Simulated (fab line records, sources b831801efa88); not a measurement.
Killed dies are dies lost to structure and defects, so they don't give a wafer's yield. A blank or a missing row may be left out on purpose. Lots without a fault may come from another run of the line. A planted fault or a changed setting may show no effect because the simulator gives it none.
fab line records | flow sky130
record lots=6 wafers=18 last_day=50
route steps=708 shown LI_CONTACT@375 LOCAL_INTERCONNECT@387 PAD_OPEN@708
lots that met no fault: from a run of the same line without faults
start_h: hours from the record's first day to the start of the lot's first wafer shown | wait_h: hours since the lot's step before | " the same as in the row above | L1.1+2: a row that stands for several wafers | - no value, or no start given | * or withheld: withheld | < > ~ a bound
route shown NAME@n: a module of which the file shows steps, and the number in the route of the first | usual: mean/standard deviation of fault-free wafers | same: alike in all rows | chamber/n: place in a boat | sites: the reading at each site | _std_site: their standard deviation | _edge_site: outer sites' mean less inner sites' | radius_mm: how far each site lies from the wafer's centre | mask NAME#n: copy n | behind: the tool/chamber that last shaped the wafer | hold: why the lot was held/for how many hours/how that ended | device: the transistor (n, p or np) that didn't switch | end of line: the same wafers' tests at the end of the route | a step without rows: its recipe alone | killed: dies lost to structure and defects at the first sort, not the wafer's yield | map: a wafer's dies, x killed, . not, _ none there
set.NAME: the setting as run; set.NAME@STEP: as run at that earlier step | model.NAME: the simulator's own value behind a step, which no gauge read
lots at some steps of the route; a table a step, a row a wafer
services: from which hour (start_h, from the record's first day; less than 0 if before it) a tool's chamber was out of use, for how many hours, and why
## steps
# step SKY_LI_CONTACT_OVL_MEAS_13
# usual LI_CONTACT_OVL=0/6
# columns lot.wafer tool chamber start_h wait_h LI_CONTACT_OVL[nm]
L871.2 overlay-02 - 712.85 0.1 0
L871.3 " - " " -1
L871.6 " - " " 3
L874.2 overlay-01 - 747.85 0.1 2
L874.3 " - " " -3
L874.5 " - " " 0
L876.1 overlay-01 - 750.03 0.1 2
L876.4 " - " " 15
L876.5 " - " " 8
L875.3 overlay-01 - 755.21 0.1 -8
L875.4 " - " " 7
L875.6 " - " " -4
L877.3 overlay-02 - 755.90 0.1 14
L877.4 " - " " 12
L877.5 " - " " 10
L890.2 overlay-01 - 846.23 0.1 -2
L890.4 " - " " 2
L890.6 " - " " 0
# step SKY_LI_CONTACT_ETCH_14
# recipe chemistry=N2/H2 target=BARC ion_energy_ev=200 source_w=500 bias_w=100 pressure_mtorr=30 n2_flow_sccm=100 h2_flow_sccm=200 stop_on=SiO2 time_s=45.9 target_depth_a=600
# step SKY_LI_CONTACT_ETCH_15
# recipe target=PSG chemistry=C4F8/O2/Ar stop_on=Si taper_deg=4.15 mask_material=KrF-thick source_w=1500 bias_w=1200 pressure_mtorr=40 c4f8_flow_sccm=withheld O2_flow_sccm=6 Ar_flow_sccm=300 time_s=withheld target_depth_a=6000
# step SKY_LI_CONTACT_STRIP_16
# recipe chemistry=O2/N2 power_w=1400 pressure_mtorr=1500 platen_temp_c=withheld o2_flow_sccm=3000 n2_flow_sccm=300 overash_fraction=0.5
# usual drypump_motor_current_A=5.7/0.4 oes_product_au=0.375/0.005 strip_time_to_endpoint_s=3.491/0.026
# same overash_fraction=0.5
# columns lot.wafer tool chamber start_h wait_h drypump_motor_current_A oes_product_au rf_hours_counter_h strip_time_to_endpoint_s
L871.2 plasma_asher-02 0 713.01 - 5.1 0.373 26 3.508
L871.3 " 1 " " 5.4 0.377 - 3.475
L871.6 " 0 " " 5.1 0.380 - 3.464
L874.2 plasma_asher-04 0 748.01 - 6.2 0.376 94 3.458
L874.3 " 0 " " 6.1 0.378 - 3.487
L874.5 " 1 " " 6.1 0.379 - 3.499
L876.1 plasma_asher-04 1 750.20 - 6.1 0.371 95 3.497
L876.4 " 0 " " 6.2 0.384 - 3.478
L876.5 " 1 " " 6.2 0.378 - 3.474
L875.3 plasma_asher-03 0 755.40 - 5.3 0.383 - 3.486
L875.4 " 1 " " 5.9 0.376 - 3.512
L875.6 " 1 " " 5.9 0.376 - 3.496
L877.3 plasma_asher-03 1 756.08 - 5.9 0.375 - 3.473
L877.4 " 0 " " 5.3 0.372 - 3.472
L877.5 " 1 " " 5.9 0.376 - 3.455
L890.2 plasma_asher-03 0 846.39 - 5.3 0.373 73 3.505
L890.4 " 0 " " 5.3 0.378 - 3.488
L890.6 " 0 " " 5.3 0.370 - 3.482
# step SKY_LI_CONTACT_CLEAN_17
# recipe chemistry=NMP time_s=600 temp_c=60 dry=n2_spin
# step SKY_LI_CONTACT_PRE_CLEAN_18
# recipe gas=Ar time_s=5.6 bias_v=358
# step SKY_LI_CONTACT_SPUTTER_19
# recipe material=Ti target_thk_nm=20 chamber_pressure_pa=5 power_w=2500 substrate_temp_c=200 time_s=106.37
# usual throttle_valve_pct=29.6/1.1
# columns lot.wafer tool chamber start_h wait_h throttle_valve_pct
L871.2 pvd_sputter-04 - 713.31 0.0 29.5
L871.3 " - " " 28.3
L871.6 " - " " 29.1
L874.2 pvd_sputter-02 - 748.31 0.0 29.8
L874.3 " - " " 31.1
L874.5 " - " " 28.9
L876.1 pvd_sputter-03 - 750.51 0.0 27.6
L876.4 " - " " 28.9
L876.5 " - " " 31.2
L875.3 pvd_sputter-03 - 755.66 0.0 27.5
L875.4 " - " " 31.2
L875.6 " - " " 30.7
L877.3 pvd_sputter-04 - 756.34 0.0 28.3
L877.4 " - " " 29.5
L877.5 " - " " 28.5
L890.2 pvd_sputter-04 - 846.68 0.0 28.3
L890.4 " - " " 28.5
L890.6 " - " " 28.8
# step SKY_LI_CONTACT_SPUTTER_20
# recipe material=TiN target_thk_nm=20 chamber_pressure_pa=5 power_w=4000 time_s=80
# usual throttle_valve_pct=29.6/1.1
# columns lot.wafer tool chamber start_h wait_h throttle_valve_pct
L871.2 pvd_sputter-04 - 713.38 0.0 29.7
L871.3 " - " " 28.3
L871.6 " - " " 29.0
L874.2 pvd_sputter-02 - 748.38 0.0 29.7
L874.3 " - " " 31.3
L874.5 " - " " 28.8
L876.1 pvd_sputter-03 - 750.58 0.0 27.7
L876.4 " - " " 28.9
L876.5 " - " " 31.0
L875.3 pvd_sputter-03 - 755.73 0.0 27.9
L875.4 " - " " 31.0
L875.6 " - " " 30.6
L877.3 pvd_sputter-04 - 756.42 0.0 28.4
L877.4 " - " " 29.9
L877.5 " - " " 28.6
L890.2 pvd_sputter-04 - 846.76 0.0 28.6
L890.4 " - " " 28.3
L890.6 " - " " 28.8
# step SKY_LI_CONTACT_CVD_21
# recipe material=W target_thk_nm=400 time_s=120.56 temp_c=404 pressure_torr=40
# step SKY_LI_CONTACT_RS_MEAS_22
# recipe thk_meas_gauge=four-point-probe reads=W_of_LI_CONTACT_CVD_21+TiN_of_LI_CONTACT_SPUTTER_20+Ti_of_LI_CONTACT_SPUTTER_19
# usual LI_CONTACT_W_RS=0.266/0.0035
# columns lot.wafer tool chamber start_h wait_h LI_CONTACT_W_RS[ohm/sq]
L871.2 film_metro-03 - 713.59 0.1 0.268
L871.3 " - " " 0.263
L871.6 " - " " 0.264
L874.2 film_metro-02 - 748.59 0.1 0.269
L874.3 " - " " 0.270
L874.5 " - " " 0.269
L876.1 film_metro-01 - 750.77 0.1 0.266
L876.4 " - " " 0.269
L876.5 " - " " 0.268
L875.3 film_metro-01 - 755.96 0.1 0.265
L875.4 " - " " 0.271
L875.6 " - " " 0.272
L877.3 film_metro-02 - 756.64 0.1 0.268
L877.4 " - " " 0.263
L877.5 " - " " 0.272
L890.2 film_metro-01 - 846.96 0.1 0.266
L890.4 " - " " 0.266
L890.6 " - " " 0.265
# step SKY_LI_CONTACT_THK_MEAS_23
# recipe thk_meas_gauge=xrf reads=W_of_LI_CONTACT_CVD_21
# usual LI_CONTACT_W_THK=430/7.7
# columns lot.wafer tool chamber start_h wait_h LI_CONTACT_W_THK[nm]
L871.2 film_metro-03 - 713.70 0.1 438
L871.3 " - " " 444
L871.6 " - " " 447
L874.2 film_metro-02 - 748.70 0.1 422
L874.3 " - " " 420
L874.5 " - " " 422
L876.1 film_metro-01 - 750.89 0.1 428
L876.4 " - " " 422
L876.5 " - " " 421
L875.3 film_metro-01 - 756.06 0.1 423
L875.4 " - " " 416
L875.6 " - " " 414
L877.3 film_metro-02 - 756.74 0.1 425
L877.4 " - " " 432
L877.5 " - " " 417
L890.2 film_metro-01 - 847.07 0.1 426
L890.4 " - " " 425
L890.6 " - " " 425
# step SKY_LI_CONTACT_CMP_24
# recipe stop_on=PSG t_overpolish_s=20 down_force_psi=3.5 platen_rpm=60 target_thk_nm=0 pad_velocity_m_s=0.94248
# usual motor_current_A=12.0/1.8 overpolish_run_s=20.001/0.009 retaining_ring_pressure_frac=1.000/0.0049 time_to_endpoint_s=104/3.8
# columns lot.wafer tool chamber start_h wait_h motor_current_A overpolish_run_s retaining_ring_pressure_frac time_to_endpoint_s
L871.3 cmp-01 1 713.75 0.0 9.4 20.007 1.003 105
L871.2 " 0 " " 9.5 19.988 1.001 103
L871.6 " 2 " " 14.4 20.004 1.003 110
L874.2 cmp-02 1 748.75 0.0 10.5 20.015 1.004 108
L874.3 " 2 " " 14.4 20.000 1.001 105
L874.5 " 2 " " 13.7 19.996 1.002 105
L876.4 cmp-01 2 750.95 0.0 14.8 20.017 1.002 107
L876.1 " 3 " " 11.2 20.006 0.994 104
L876.5 " 3 " " 12.0 20.014 1.004 105
L875.3 cmp-02 0 756.10 0.0 12.2 19.999 1.000 102
L875.4 " 1 " " 10.0 20.013 1.001 98
L875.6 " 0 " " 12.4 19.988 1.004 96
L877.4 cmp-02 1 756.88 0.1 9.6 19.999 0.998 105
L877.3 " 2 " " 14.2 19.992 1.001 104
L877.5 " 3 " " 11.7 20.003 1.004 97
L890.2 cmp-01 1 847.12 0.0 9.6 20.010 0.994 99
L890.4 " 3 " " 11.5 19.992 1.004 103
L890.6 " 1 " " 9.9 20.006 0.993 102
# step SKY_LOCAL_INTERCONNECT_SPUTTER_00
# recipe material=TiN target_thk_nm=100 temp_c=300 power_w=6500 time_s=83.3 chamber_pressure_pa=0.4
# usual throttle_valve_pct=29.6/1
# columns lot.wafer tool chamber start_h wait_h throttle_valve_pct model.TiN_of_LOCAL_INTERCONNECT_SPUTTER_00.thk_nm
L871.2 pvd_sputter-02 - 714.05 0.1 29.9 101.5
L871.3 " - " " 31.4 101.1
L871.6 " - " " 29.7 101.3
L874.2 pvd_sputter-04 - 749.05 0.2 29.5 99.97
L874.3 " - " " 30.2 100.9
L874.5 " - " " 30.1 100.2
L876.1 pvd_sputter-01 - 751.25 0.2 31.2 100.3
L876.4 " - " " 28.4 101.4
L876.5 " - " " 28.2 101.6
L875.3 pvd_sputter-02 - 756.40 0.2 29.4 108.3
L875.4 " - " " 29.3 109.3
L875.6 " - " " 29.1 109.1
L877.3 pvd_sputter-02 - 757.08 0.1 31.3 108.9
L877.4 " - " " 30.2 107.9
L877.5 " - " " 29.1 108.5
L890.2 pvd_sputter-01 - 847.42 0.2 28.2 102.6
L890.4 " - " " 28.4 101.6
L890.6 " - " " 28.1 102.1
# step SKY_LOCAL_INTERCONNECT_RS_MEAS_01
# recipe thk_meas_gauge=four-point-probe reads=TiN_of_LOCAL_INTERCONNECT_SPUTTER_00
# usual LOCAL_INTERCONNECT_TIN_RS=14.12/0.13
# columns lot.wafer tool chamber start_h wait_h LOCAL_INTERCONNECT_TIN_RS[ohm/sq]
L871.2 film_metro-04 - 714.13 0.1 13.96
L871.3 " - " " 13.99
L871.6 " - " " 13.93
L874.2 film_metro-01 - 749.13 0.1 14.14
L874.3 " - " " 14.00
L874.5 " - " " 14.08
L876.1 film_metro-03 - 751.31 0.0 14.10
L876.4 " - " " 13.92
L876.5 " - " " 13.90
L875.3 film_metro-01 - 756.50 0.1 13.02
L875.4 " - " " 12.86
L875.6 " - " " 12.90
L877.3 film_metro-01 - 757.19 0.1 12.91
L877.4 " - " " 13.08
L877.5 " - " " 12.97
L890.2 film_metro-04 - 847.51 0.1 13.72
L890.4 " - " " 13.93
L890.6 " - " " 13.85
# step SKY_LOCAL_INTERCONNECT_THK_MEAS_02
# recipe thk_meas_gauge=xrf reads=TiN_of_LOCAL_INTERCONNECT_SPUTTER_00
# usual LOCAL_INTERCONNECT_TIN_THK=101.0/1
# columns lot.wafer tool chamber start_h wait_h LOCAL_INTERCONNECT_TIN_THK[nm]
L871.2 film_metro-04 - 714.24 0.1 101.9
L871.3 " - " " 101.4
L871.6 " - " " 101.8
L874.2 film_metro-01 - 749.24 0.1 101.0
L874.3 " - " " 102.0
L874.5 " - " " 101.7
L876.1 film_metro-03 - 751.43 0.1 101.0
L876.4 " - " " 102.8
L876.5 " - " " 101.9
L875.3 film_metro-01 - 756.60 0.1 109.1
L875.4 " - " " 110.7
L875.6 " - " " 110.4
L877.3 film_metro-01 - 757.29 0.1 110.4
L877.4 " - " " 109.2
L877.5 " - " " 109.8
L890.2 film_metro-04 - 847.62 0.1 102.7
L890.4 " - " " 101.9
L890.6 " - " " 102.7
# step SKY_LOCAL_INTERCONNECT_DEHYDRATE_03
# recipe temp_c=200 time_s=60
# step SKY_LOCAL_INTERCONNECT_HMDS_04
# recipe prime_time_s=60 prime_temp_c=120
# step SKY_LOCAL_INTERCONNECT_COAT_05
# recipe resist=BARC temp_c=withheld time_s=withheld spin_rpm=3000 resist_thk_nm=60
# step SKY_LOCAL_INTERCONNECT_COAT_06
# recipe resist=KrF-thick spin_rpm=3000 resist_thk_nm=450
# step SKY_LOCAL_INTERCONNECT_SOFTBAKE_07
# recipe temp_c=100 time_s=90 resist=KrF-thick
# step SKY_LOCAL_INTERCONNECT_EXPOSE_08
# recipe mask_id=LI1M na=0.8 source_shape=annular sigma_inner=0.55 sigma_outer=0.85 target_cd_nm=170 dose_mj=28
# step SKY_LOCAL_INTERCONNECT_PEB_09
# recipe peb_temp_c=withheld peb_time_s=withheld resist=KrF-thick
# step SKY_LOCAL_INTERCONNECT_DEVELOP_10
# recipe develop_time_s=60 resist=KrF-thick dev_temp_c=21
# step SKY_LOCAL_INTERCONNECT_CD_MEAS_11
# recipe target_cd_nm=170
# usual cd_nm=169.8/1.6
# columns lot.wafer tool chamber start_h wait_h cd_nm
L871.2 cd_sem-02 - 741.83 - 172.7
L871.3 " - " " 171.6
L871.6 " - " " 173.1
L874.2 cd_sem-02 - 776.78 - 168.4
L874.3 " - " " 169.6
L874.5 " - " " 171.7
L876.1 cd_sem-02 - 778.48 - 168.0
L876.4 " - " " 168.1
L876.5 " - " " 170.2
L875.3 cd_sem-01 - 783.42 - 169.7
L875.4 " - " " 168.3
L875.6 " - " " 167.5
L877.3 cd_sem-02 - 783.65 - 168.8
L877.4 " - " " 166.5
L877.5 " - " " 169.4
L890.2 cd_sem-01 - 872.75 - 166.8
L890.4 " - " " 166.9
L890.6 " - " " 168.3
# step SKY_LOCAL_INTERCONNECT_OVL_MEAS_12
# usual LOCAL_INTERCONNECT_OVL=-4/4.4
# columns lot.wafer tool chamber start_h wait_h LOCAL_INTERCONNECT_OVL[nm]
L871.2 overlay-01 - 741.94 0.1 -9
L871.3 " - " " 1
L871.6 " - " " 3
L874.2 overlay-02 - 776.89 0.1 0
L874.3 " - " " 3
L874.5 " - " " 2
L876.1 overlay-02 - 778.60 0.1 -3
L876.4 " - " " -9
L876.5 " - " " -3
L875.3 overlay-01 - 783.51 0.1 4
L875.4 " - " " 2
L875.6 " - " " 2
L877.3 overlay-02 - 783.75 0.1 -4
L877.4 " - " " -8
L877.5 " - " " -5
L890.2 overlay-02 - 872.86 0.1 -3
L890.4 " - " " -2
L890.6 " - " " -9
# step SKY_LOCAL_INTERCONNECT_ETCH_13
# recipe chemistry=N2/H2 target=BARC ion_energy_ev=200 bias_w=100 pressure_mtorr=30 n2_flow_sccm=100 h2_flow_sccm=200 icp_w=500 stop_on=SiO2 time_s=45.9 target_depth_a=600
# usual drypump_motor_current_A=6.1/0.44 he_backside_leak_sccm=3.35/0.16 oes_product_au=0.854/0.0044 throttle_valve_pct=13.224/0.0097
# columns lot.wafer tool chamber start_h wait_h drypump_motor_current_A he_backside_leak_sccm oes_product_au rf_hours_counter_h throttle_valve_pct
L871.2 rie_metal-02 0 741.97 0.0 6.3 3.48 0.849 5 13.219
L871.3 " 1 " " 6.1 3.36 0.856 - 13.223
L871.6 " 0 " " 6.3 3.48 0.856 - 13.213
L874.2 rie_metal-04 1 776.92 0.0 6.5 3.43 0.854 14 13.214
L874.3 " 0 " " 5.9 3.17 0.846 - 13.212
L874.5 " 0 " " 5.9 3.19 0.852 - 13.215
L876.1 rie_metal-01 0 778.64 0.0 5.9 3.31 0.858 2 13.206
L876.4 " 1 " " 5.2 3.30 0.855 - 13.234
L876.5 " 1 " " 5.2 3.18 0.852 - 13.234
L875.3 rie_metal-02 1 783.56 0.0 6.1 3.27 0.847 - 13.230
L875.4 " 0 " " 6.4 3.41 0.853 - 13.220
L875.6 " 0 " " 6.4 3.26 0.849 - 13.222
L877.3 rie_metal-01 1 783.79 0.0 5.2 3.11 0.853 - 13.220
L877.4 " 0 " " 5.9 3.86 0.858 - 13.235
L877.5 " 1 " " 5.2 3.24 0.855 - 13.221
L890.2 rie_metal-04 1 872.91 0.0 6.5 3.23 0.856 - 13.241
L890.4 " 1 " " 6.6 3.22 0.853 - 13.232
L890.6 " 1 " " 6.5 3.32 0.851 - 13.229
# step SKY_LOCAL_INTERCONNECT_METAL_ETCH_14
# recipe target_depth_nm=110 stop_on=PSG chemistry=Cl2/BCl3 target=TiN resist_sidewall_deg=88 pressure_mtorr=10 icp_w=900 bias_w=48.5 Cl2_flow_sccm=60 bcl3_flow_sccm=30 time_s=31.4
# usual drypump_motor_current_A=6.0/0.44 he_backside_leak_sccm=3.36/0.16 oes_product_au=0.942/0.0072 throttle_valve_pct=21.902/0.0095
# columns lot.wafer tool chamber start_h wait_h drypump_motor_current_A he_backside_leak_sccm oes_product_au rf_hours_counter_h throttle_valve_pct
L871.2 rie_metal-02 0 742.03 0.0 6.4 3.40 0.952 5 21.887
L871.3 " 1 " " 6.1 3.47 0.949 - 21.904
L871.6 " 0 " " 6.4 3.41 0.943 - 21.899
L874.2 rie_metal-04 1 776.98 0.0 6.6 3.50 0.946 14 21.890
L874.3 " 0 " " 5.9 3.16 0.934 - 21.911
L874.5 " 0 " " 5.9 3.07 0.935 - 21.897
L876.1 rie_metal-01 0 778.70 0.0 5.9 3.39 0.946 2 21.892
L876.4 " 1 " " 5.2 2.99 0.949 - 21.883
L876.5 " 1 " " 5.2 3.19 0.953 - 21.893
L875.3 rie_metal-02 1 783.62 0.0 6.1 3.35 0.983 - 21.879
L875.4 " 0 " " 6.4 3.53 0.997 - 21.883
L875.6 " 0 " " 6.4 3.31 1.001 - 21.879
L877.3 rie_metal-01 1 783.85 0.0 5.2 3.32 0.980 - 21.879
L877.4 " 0 " " 5.9 3.47 0.974 - 21.885
L877.5 " 1 " " 5.2 3.31 0.983 - 21.856
L890.2 rie_metal-04 1 873.03 0.1 6.5 3.37 0.947 - 21.891
L890.4 " 1 " " 6.6 3.28 0.951 - 21.900
L890.6 " 1 " " 6.6 3.32 0.953 - 21.910
# step SKY_LOCAL_INTERCONNECT_STRIP_15
# recipe chemistry=O2/N2 power_w=1400 pressure_mtorr=1500 platen_temp_c=withheld o2_flow_sccm=3000 n2_flow_sccm=300 overash_fraction=0.5
# step SKY_LOCAL_INTERCONNECT_STRIP_16
# recipe chemistry=post_etch_residue_remover time_s=1200 temp_c=72.5
# columns lot.wafer tool chamber start_h wait_h model.TiN_of_LOCAL_INTERCONNECT_SPUTTER_00.thk_nm
L871.2 wet_bench-02 0 742.18 0.1 101.1
L871.3 " 0 " " 100.7
L871.6 " 0 " " 100.9
L874.2 wet_bench-02 2 777.13 0.1 99.55
L874.3 " 2 " " 100.5
L874.5 " 2 " " 99.82
L876.1 wet_bench-03 3 778.85 0.1 99.89
L876.4 " 3 " " 101
L876.5 " 3 " " 101.2
L875.3 wet_bench-03 1 783.75 0.0 107.9
L875.4 " 1 " " 108.9
L875.6 " 1 " " 108.7
L877.3 wet_bench-02 0 783.98 0.0 108.5
L877.4 " 0 " " 107.5
L877.5 " 0 " " 108.1
L890.2 wet_bench-02 1 873.21 0.1 102.2
L890.4 " 1 " " 101.2
L890.6 " 1 " " 101.6
# step SKY_LOCAL_INTERCONNECT_CLEAN_17
# recipe chemistry=IPA time_s=180 temp_c=25
# step SKY_PAD_OPEN_PROBE_99
# usual killed_at_M0_to_M3=44/7.4 killed_at_M4_up=3.2/2 killed_at_contacts=24/5.1 killed_at_front_end=15/4.8 killed_at_other=0.2/0.46 killed_dies=86/10 killed_open=47/7.5 killed_short=39/7
# same gross_dies=492 killed_at_back_side=0
# columns lot.wafer tool chamber start_h wait_h killed_at_M0_to_M3 killed_at_M4_up killed_at_contacts killed_at_front_end killed_at_other killed_dies killed_open killed_short model.etest.res_li.line_ohm_um model.etest.res_li.rs_ohm_sq
L871.2 prober-01 - 1101.88 0.1 32 7 26 23 1 89 39 50 73.26 12.67
L871.3 prober-01 - 1101.93 0.2 41 4 22 9 0 76 34 40 73.6 12.72
L871.6 prober-01 - 1102.08 0.2 55 5 24 14 0 98 53 44 73.3 12.64
L874.2 prober-01 - 1128.82 0.1 32 5 33 8 0 78 44 34 75.72 12.8
L874.3 prober-01 - 1128.87 0.2 47 0 21 15 0 83 52 31 74.13 12.75
L874.5 prober-01 - 1128.97 0.2 32 1 31 9 0 73 39 34 73.61 12.85
L876.1 prober-02 - 1130.18 0.1 37 3 23 17 0 80 42 38 75.65 12.8
L876.4 prober-02 - 1130.33 0.2 42 5 29 12 1 89 50 38 75.29 12.66
L876.5 prober-02 - 1130.38 0.2 47 5 25 18 0 95 45 49 73.86 12.68
L875.3 prober-01 - 1133.89 0.2 37 9 20 20 0 86 46 40 68.87 11.9
L875.4 prober-01 - 1133.94 0.2 38 3 23 20 0 84 44 40 69.75 11.8
L875.6 prober-01 - 1134.04 0.2 34 6 19 7 0 66 35 31 69.83 11.81
L877.3 prober-01 - 1135.83 0.2 30 2 21 15 0 68 41 27 69.19 11.77
L877.4 prober-01 - 1135.88 0.2 48 4 24 17 0 93 49 44 70.86 11.86
L877.5 prober-01 - 1135.93 0.2 59 1 19 24 0 103 56 47 69.28 11.81
L890.2 prober-01 - 1193.40 0.1 34 1 28 18 0 81 48 33 74.54 12.43
L890.4 prober-01 - 1193.50 0.2 59 4 18 20 0 101 57 44 75.73 12.64
L890.6 prober-01 - 1193.60 0.2 48 6 19 15 0 88 54 34 74.39 12.61
# killed by level:class
L871.2 CONTACT:geometric_particle:open=7 CONTACT:geometric_particle:short=6 METAL1:geometric_particle:short=6 VIA1:geometric_particle:open=6 POLY_GATE:geometric_particle:short=5 LI_CONTACT:geometric_particle:open=5 METAL4:geometric_particle:short=5 VIA1:geometric_particle:short=5
L871.3 CONTACT:geometric_particle:short=8 METAL1:geometric_particle:short=8 VIA2:geometric_particle:open=7 VIA1:geometric_particle:short=6 VIA1:geometric_particle:open=5 METAL2:geometric_particle:short=5 LI_CONTACT:geometric_particle:short=4 LI_CONTACT:geometric_particle:open=4
L871.6 VIA1:geometric_particle:open=12 LI_CONTACT:geometric_particle:open=8 METAL1:geometric_particle:short=8 VIA3:geometric_particle:open=7 LOCAL_INTERCONNECT:geometric_particle:short=6 VIA2:geometric_particle:open=6 POLY_GATE:geometric_particle:open=5 CONTACT:geometric_particle:open=5
L874.2 CONTACT:geometric_particle:open=12 LI_CONTACT:geometric_particle:open=9 METAL1:geometric_particle:short=8 CONTACT:geometric_particle:short=7 VIA3:geometric_particle:open=7 POLY_GATE:geometric_particle:open=6 VIA1:geometric_particle:open=6 METAL4:geometric_particle:short=5
L874.3 LI_CONTACT:geometric_particle:open=8 VIA1:geometric_particle:open=8 VIA1:geometric_particle:short=8 VIA3:geometric_particle:open=7 CONTACT:geometric_particle:open=7 VIA2:geometric_particle:open=6 POLY_GATE:geometric_particle:open=5 METAL2:geometric_particle:short=4
L874.5 CONTACT:geometric_particle:open=13 CONTACT:geometric_particle:short=8 VIA2:geometric_particle:open=6 LI_CONTACT:geometric_particle:open=5 VIA1:geometric_particle:open=5 VIA1:geometric_particle:short=4 LOCAL_INTERCONNECT:geometric_particle:short=4 METAL2:geometric_particle:short=4
L876.1 VIA1:geometric_particle:open=10 CONTACT:geometric_particle:open=7 VIA2:geometric_particle:open=7 FIELD_ISO:geometric_particle:open=6 LI_CONTACT:geometric_particle:open=6 CONTACT:geometric_particle:short=5 METAL3:geometric_particle:short=5 FIELD_ISO:geometric_particle:short=4
L876.4 LI_CONTACT:geometric_particle:open=12 CONTACT:geometric_particle:open=9 VIA1:geometric_particle:open=7 METAL2:geometric_particle:short=6 VIA2:geometric_particle:open=6 POLY_GATE:geometric_particle:short=5 LOCAL_INTERCONNECT:geometric_particle:short=5 METAL3:geometric_particle:open=5
L876.5 LI_CONTACT:geometric_particle:open=9 METAL1:geometric_particle:short=9 CONTACT:geometric_particle:open=7 VIA1:geometric_particle:short=6 VIA1:geometric_particle:open=6 VIA2:geometric_particle:open=5 METAL3:geometric_particle:short=5 POLY_GATE:geometric_particle:open=4
L875.3 VIA1:geometric_particle:open=7 LI_CONTACT:geometric_particle:open=7 METAL4:geometric_particle:short=7 POLY_GATE:geometric_particle:open=6 VIA3:geometric_particle:open=6 FIELD_ISO:geometric_particle:open=5 VIA2:geometric_particle:open=5 CONTACT:geometric_particle:short=4
L875.4 FIELD_ISO:geometric_particle:open=10 VIA1:geometric_particle:open=7 CONTACT:geometric_particle:short=6 VIA2:geometric_particle:open=6 VIA3:geometric_particle:open=6 LOCAL_INTERCONNECT:geometric_particle:short=5 CONTACT:geometric_particle:open=5 METAL1:geometric_particle:short=5
L875.6 VIA1:geometric_particle:open=8 VIA2:geometric_particle:open=8 CONTACT:geometric_particle:open=5 METAL1:geometric_particle:short=5 METAL4:geometric_particle:short=4 LI_CONTACT:geometric_particle:open=3 LI_CONTACT:geometric_particle:short=3 LOCAL_INTERCONNECT:geometric_particle:short=3
L877.3 CONTACT:geometric_particle:open=11 FIELD_ISO:geometric_particle:open=7 VIA1:geometric_particle:open=6 VIA2:geometric_particle:open=5 LI_CONTACT:geometric_particle:open=4 FIELD_ISO:geometric_particle:short=3 LOCAL_INTERCONNECT:geometric_particle:short=3 CONTACT:geometric_particle:short=3
L877.4 CONTACT:geometric_particle:open=13 VIA1:geometric_particle:open=11 FIELD_ISO:geometric_particle:short=7 VIA3:geometric_particle:open=7 VIA1:geometric_particle:short=7 METAL2:geometric_particle:short=7 LOCAL_INTERCONNECT:geometric_particle:short=5 FIELD_ISO:geometric_particle:open=3
L877.5 VIA1:geometric_particle:open=14 CONTACT:geometric_particle:open=10 VIA1:geometric_particle:short=10 METAL1:geometric_particle:short=7 FIELD_ISO:geometric_particle:open=6 VIA2:geometric_particle:open=6 VIA3:geometric_particle:open=6 FIELD_ISO:geometric_particle:short=5
L890.2 VIA1:geometric_particle:open=14 LI_CONTACT:geometric_particle:open=11 CONTACT:geometric_particle:open=6 METAL2:geometric_particle:short=6 FIELD_ISO:geometric_particle:short=5 FIELD_ISO:geometric_particle:open=5 LOCAL_INTERCONNECT:geometric_particle:short=5 VIA1:geometric_particle:short=5
L890.4 VIA1:geometric_particle:open=15 METAL1:geometric_particle:short=9 POLY_GATE:geometric_particle:short=7 LI_CONTACT:geometric_particle:open=7 CONTACT:geometric_particle:open=6 METAL2:geometric_particle:open=6 METAL2:geometric_particle:short=5 METAL3:geometric_particle:short=5
L890.6 VIA1:geometric_particle:open=15 POLY_GATE:geometric_particle:open=7 CONTACT:geometric_particle:open=6 FIELD_ISO:geometric_particle:open=5 VIA3:geometric_particle:open=5 METAL2:geometric_particle:short=5 METAL1:geometric_particle:short=4 LOCAL_INTERCONNECT:geometric_particle:short=4
## services
# columns tool chamber start_h hours kind
pvd_sputter-03 - 691.45 30.1 repair
wet_bench-02 - 701.56 2.8 repair
wet_bench-02 - 715.19 4.4 pm
pvd_sputter-01 - 729.11 5.1 repair
cmp-01 - 730.36 4.1 pm
cmp-02 - 744.00 4.0 pm
rie_metal-04 - 750.18 0.9 repair
pvd_sputter-03 - 756.71 6.4 repair
pvd_sputter-03 - 766.97 2.8 repair
cmp-01 - 768.11 5.6 pm
cmp-01 - 779.00 8.9 pm
pvd_sputter-04 - 780.91 9.5 repair
cmp-01 - 790.10 0.9 repair
plasma_asher-04 - 791.32 0.8 repair
pvd_sputter-02 - 798.21 108.1 repair
cmp-01 - 803.22 0.5 repair
pvd_sputter-03 - 824.89 4.6 repair
plasma_asher-04 - 829.35 28.1 pm
pvd_sputter-04 3 832.59 - consumable_replace:kit
pvd_sputter-04 3 832.59 18.0 scheduled_down
cmp-02 - 834.17 6.7 pm
cmp-02 - 842.16 1.8 repair
pvd_sputter-01 - 862.72 5.0 repair
rie_metal-04 0 870.25 25.8 repair
## key
first_sign step=SKY_LOCAL_INTERCONNECT_RS_MEAS_01 reading=LOCAL_INTERCONNECT_TIN_RS direction=down sigmas=8.7 usual=14.12 struck=12.96
effect step=SKY_LOCAL_INTERCONNECT_THK_MEAS_02 reading=LOCAL_INTERCONNECT_TIN_THK direction=up sigmas=8.9 usual=101.0 struck=109.9
effect step=SKY_LOCAL_INTERCONNECT_METAL_ETCH_14 reading=oes_product_au direction=up sigmas=6.2 usual=0.942 struck=0.986
model_effect step=SKY_LOCAL_INTERCONNECT_SPUTTER_00 value=TiN_of_LOCAL_INTERCONNECT_SPUTTER_00.thk_nm without=101 struck=108.7
model_effect step=SKY_LOCAL_INTERCONNECT_STRIP_16 value=TiN_of_LOCAL_INTERCONNECT_SPUTTER_00.thk_nm without=100.6 struck=108.3
model_effect step=SKY_PAD_OPEN_PROBE_99 value=etest.res_li.line_ohm_um without=74.96 struck=69.63
met_at SKY_LOCAL_INTERCONNECT_SPUTTER_00
struck_wafers L875.3,L875.4,L875.6,L877.3,L877.4,L877.5
tester_left_out L875,L877
onset_between 714.05 756.40
also_fits SKY_LI_CONTACT_CMP_24:cmp-02
fault kind=process_parameter_drift tool=pvd_sputter-02 chamber=- onset_h=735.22 steps=SKY_LOCAL_INTERCONNECT_SPUTTER_00 channel=target_thk_nm offset=7.7103 shape=step end_h=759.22 acts_in=these_recipes_only stated=100
# tester_left_out: of these lots the tester's yield and bins aren't shown, on N5 and GAA mostly nor the transistor test; their killed dies are dies lost to structure and defects alone, not to doping, threshold or leakage, so they don't give the yield
